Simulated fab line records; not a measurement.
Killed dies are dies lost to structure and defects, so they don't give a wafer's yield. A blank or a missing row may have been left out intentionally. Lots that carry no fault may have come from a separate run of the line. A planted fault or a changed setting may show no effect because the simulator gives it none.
Which tool was responsible?    flow sky130    7 lots, 21 wafers sampled, at 1 step of a route of 708

## WHAT EACH GAUGE READ, for each wafer
SKY_SD_P_CD_MEAS_07: the cd target is 380 nm.
lot   measured      on         cd_nm (nm)
L618  day 26 13:09  cd_sem-02  377.0 377.8 379.1
L625  day 29 00:59  cd_sem-02  379.5 379.2 380.5
L627  day 29 18:26  cd_sem-02  378.2 380.3 380.1
L631  day 31 16:08  cd_sem-01  377.3 379.5 376.5
L630  day 31 17:21  cd_sem-02  379.0 378.4 380.2
L637  day 33 16:14  cd_sem-02  381.9 382.8 383.8
L638  day 33 17:59  cd_sem-02  382.1 380.8 381.5

## TOOL THAT RAN EACH LOT (tool first, then ch and the chambers of the sampled wafers, then the start)
No process step before these readings appears in the record.

## THE ANSWER, worked out from the rows above alone
Rule: what is usual is taken from the lots themselves. Put in order of their means at a reading, lots are off if they are a third of the lots or fewer, leave a main group of 4 or more, and stand apart from it by a gap of 3 or more times the standard deviation of the main group's means; of several such gaps the widest counts. The tables above print the reading to a certain number of digits; a main group whose means all agree to those digits is not used. A lot without any number at a reading at which 4 lots or more have one is off too. The other lots that the step has rows for count as sound.
Nothing can be told from this: no lot is off at any reading shown.

## WHAT HAD BEEN PUT IN BY THE SIMULATOR
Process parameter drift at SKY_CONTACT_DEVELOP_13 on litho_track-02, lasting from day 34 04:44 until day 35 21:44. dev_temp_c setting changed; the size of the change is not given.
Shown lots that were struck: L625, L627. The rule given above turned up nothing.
